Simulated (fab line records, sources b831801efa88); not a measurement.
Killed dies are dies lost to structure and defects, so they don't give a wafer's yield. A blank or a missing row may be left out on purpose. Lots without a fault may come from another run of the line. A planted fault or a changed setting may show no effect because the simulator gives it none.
Which tool did it? | flow sky130 | 15 lots, 45 wafers sampled, at 1 step of a route of 708

WHAT THE GAUGES READ, wafer by wafer
SKY_VIA3_OVL_MEAS_13.
lot  | measured     | on         | VIA3_OVL (nm)
L307 | day 39 18:19 | overlay-02 | -2 -3 -6
L311 | day 40 22:15 | overlay-02 | -18 2 0
L312 | day 41 00:07 | overlay-01 | -6 -5 1
L313 | day 41 09:48 | overlay-01 | 0 1 -4
L314 | day 41 20:40 | overlay-01 | 8 4 -3
L315 | day 42 02:13 | overlay-01 | -2 -3 -4
L316 | day 42 09:03 | overlay-02 | 3 -2 -7
L322 | day 44 01:19 | overlay-02 | 2 -1 10
L324 | day 44 12:09 | overlay-01 | -3 -1 7
L325 | day 44 19:34 | overlay-01 | -13 -12 -19
L326 | day 45 07:25 | overlay-02 | -12 -4 -10
L327 | day 45 08:30 | overlay-02 | 4 -1 -2
L328 | day 45 19:43 | overlay-02 | -5 -2 4
L329 | day 45 22:06 | overlay-01 | 4 -10 0
L330 | day 46 04:43 | overlay-02 | 10 -12 3

WHICH TOOL RAN EACH LOT (tool, then ch and the chambers of the sampled wafers, then the start)
The record holds no process step before these readings.

WHAT THE TOOLS THEMSELVES READ (means of the sampled wafers that have a number; where no wafer has one, the mark that the record gives instead)
The record holds no such reading with a usual standard deviation.

THE ANSWER, worked out from the rows above alone
Rule: what is usual is taken from the lots themselves. Put in order of their means at a reading, lots are off if they are a third of the lots or fewer, leave a main group of 4 or more, and stand apart from it by a gap of 3 or more times the standard deviation of the main group's means; of several such gaps the widest counts. A main group whose means are all the same, to the digits that the tables above print for the reading, isn't used. A lot without any number at a reading at which 4 lots or more have one is off too. The other lots that the step has rows for count as sound. The gauges are gone through in route order, then the tools' own readings, and for those a lot's mean is taken as printed above. The first step at which some lot is off is used, and at that step the reading that is off furthest; a lot without a number counts as furthest.
No lot is off at any reading shown: from this, nothing can be told.

WHAT THE SIMULATOR HAD PUT IN
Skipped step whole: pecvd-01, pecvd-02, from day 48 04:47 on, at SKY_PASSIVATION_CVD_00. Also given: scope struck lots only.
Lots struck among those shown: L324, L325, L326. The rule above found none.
